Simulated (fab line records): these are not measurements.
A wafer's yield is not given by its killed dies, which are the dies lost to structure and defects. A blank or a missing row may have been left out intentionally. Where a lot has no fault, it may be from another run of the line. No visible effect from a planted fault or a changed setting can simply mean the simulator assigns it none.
What tool caused it?    flow gf180mcu    40 wafers from 14 lots sampled at 4 of the route's 602 steps

## WHAT EACH GAUGE READ, for each wafer
GF_VT_IMPLANT_OVL_MEAS_29.
lot   measured      on          VT_IMPLANT_02_OVL (nm)
L358  day 7 02:34   overlay-02  3.4 0.8 2.3
L360  day 7 08:53   overlay-01  -1.6 -2.5 -3.3
L361  day 8 00:31   overlay-01  -1.1 -1.6 -0.8
L365  day 9 03:05   overlay-02  0.3 1.3
L368  day 9 15:41   overlay-01  -1.2 0.5
L372  day 11 06:43  overlay-01  -1.2 -0.5 -2.0
L373  day 11 08:59  overlay-01  -1.6 -1.0 -1.8
L374  day 11 14:55  overlay-01  -0.8 -0.2 0.6
L375  day 11 21:43  overlay-01  -1.3 -2.9 -2.2
L377  day 12 02:16  overlay-01  -1.6 1.8 -0.1
L378  day 12 06:25  overlay-01  -1.3 -1.0 -0.9
L379  day 12 17:32  overlay-02  0.3 3.8 2.0
L380  day 12 19:46  overlay-01  -0.2 -0.6 1.0
L381  day 12 22:47  overlay-02  2.5 1.4 1.8

GF_VT_IMPLANT_RS_MEAS_46: a four-point-probe measurement.
lot   measured      on             MVSD_RS (ohm/sq)
L358  day 7 18:38   film metro-04  457.2 457.7 456.0
L360  day 8 01:25   film metro-01  457.6 457.6 457.0
L361  day 8 16:34   film metro-04  456.7 458.0 458.0
L365  day 9 21:16   film metro-04  458.2 458.4
L368  day 10 09:50  film metro-02  457.9 457.4
L372  day 12 02:11  film metro-01  455.0 456.0 457.5
L373  day 12 03:50  film metro-04  457.7 459.5 458.0
L374  day 12 10:22  film metro-01  457.0 456.5 456.1
L375  day 12 17:25  film metro-01  455.7 456.6 455.3
L377  day 12 21:46  film metro-02  457.3 454.4 456.0
L378  day 13 02:13  film metro-02  453.9 455.7 455.0
L379  day 13 13:35  film metro-01  457.1 456.5 455.2
L380  day 13 17:13  film metro-01  454.8 454.7 455.4
L381  day 13 19:34  film metro-02  457.6 457.2 456.5

GF_HV_LDD_OVL_MEAS_08.
lot   measured      on          HV_LDD_OVL (nm)
L358  day 10 07:26  overlay-01  2.1 -1.2 -0.7
L360  day 10 15:57  overlay-01  0.2 -0.4 -0.7
L361  day 11 07:08  overlay-01  1.7 0.9 1.8
L365  day 12 11:43  overlay-02  0.3 0.1
L368  day 13 04:33  overlay-01  -0.7 -0.7
L372  day 14 22:05  overlay-02  -0.5 1.3 -0.2
L373  day 15 00:07  overlay-02  -1.5 -1.5 0.7
L374  day 15 06:35  overlay-01  -0.2 0.7 -0.6
L375  day 15 16:31  overlay-02  0.4 -1.1 0.9
L377  day 15 21:26  overlay-01  0.2 -0.5 -1.1
L378  day 16 04:07  overlay-01  1.4 -0.5 1.2
L379  day 16 12:22  overlay-02  0.3 1.6 -2.2
L380  day 16 17:05  overlay-02  1.7 0.1 1.3
L381  day 16 20:30  overlay-02  0.0 -1.1 -1.5

## WHAT TOOL EACH LOT RAN ON (gives the tool, then ch and the chambers of the sampled wafers, and finally the start)
lot   GF_POLY_GATE_PEB_08
L358  litho track-01 ch 0, day 9 11:16
L360  litho track-04 ch 0, day 9 19:37
L361  litho track-01 ch 0, day 10 10:04
L365  litho track-04 ch 0, day 11 13:58
L368  litho track-04 ch 0, day 12 06:02
L372  litho track-03 ch 0, day 13 22:37
L373  litho track-03 ch 0, day 14 00:31
L374  litho track-03 ch 0, day 14 07:37
L375  litho track-03 ch 0, day 14 15:58
L377  litho track-04 ch 0, day 14 19:50
L378  litho track-03 ch 0, day 15 02:31
L379  litho track-03 ch 0, day 15 12:22
L380  litho track-04 ch 0, day 15 16:59
L381  litho track-04 ch 0, day 15 19:09
- GF_POLY_GATE_PEB_08: peb time 90 s.

## AS READ BY THE TOOLS THEMSELVES (means over the sampled wafers that have a number; for cases with no such wafer, the mark the record gives instead)
GF_POLY_GATE_PEB_08.
lot   tool            heater power total W (W)
L358  litho track-01  85.67
L360  litho track-04  85.74
L361  litho track-01  85.76
L365  litho track-04  87.00
L368  litho track-04  86.94
L372  litho track-03  85.70
L373  litho track-03  85.65
L374  litho track-03  85.77
L375  litho track-03  85.70
L377  litho track-04  85.62
L378  litho track-03  85.72
L379  litho track-03  85.76
L380  litho track-04  85.57
L381  litho track-04  85.70

## THE ANSWER, worked out from the rows above alone
Rule: what is usual is taken from the lots themselves. Put in order of their means at a reading, lots are off if they are a third of the lots or fewer, leave a main group of 4 or more, and stand apart from it by a gap of 3 or more times the standard deviation of the main group's means; of several such gaps the widest counts. Not used: any main group whose means are identical at the precision the tables above print for the reading. Also off: a lot with no number at a reading for which 4 or more lots have one. Any other lot the step has rows for is counted as sound. After the gauges, taken in route order, come the tools' own readings; for these a lot's mean is taken, as printed above. The first step at which some lot is off is used, and at that step the reading that is off furthest; a lot without a number counts as furthest.
Off at GF_POLY_GATE_PEB_08 (heater power total W): L365, L368. The main group: mean 85.70 W, standard deviation 0.058.
If a tool, at that step or one of the process steps before it, ran each lot that is off and ran no sound lot following the first of them, it fits. Of those tried, none fits.

## WHAT THE SIMULATOR HAD INSERTED
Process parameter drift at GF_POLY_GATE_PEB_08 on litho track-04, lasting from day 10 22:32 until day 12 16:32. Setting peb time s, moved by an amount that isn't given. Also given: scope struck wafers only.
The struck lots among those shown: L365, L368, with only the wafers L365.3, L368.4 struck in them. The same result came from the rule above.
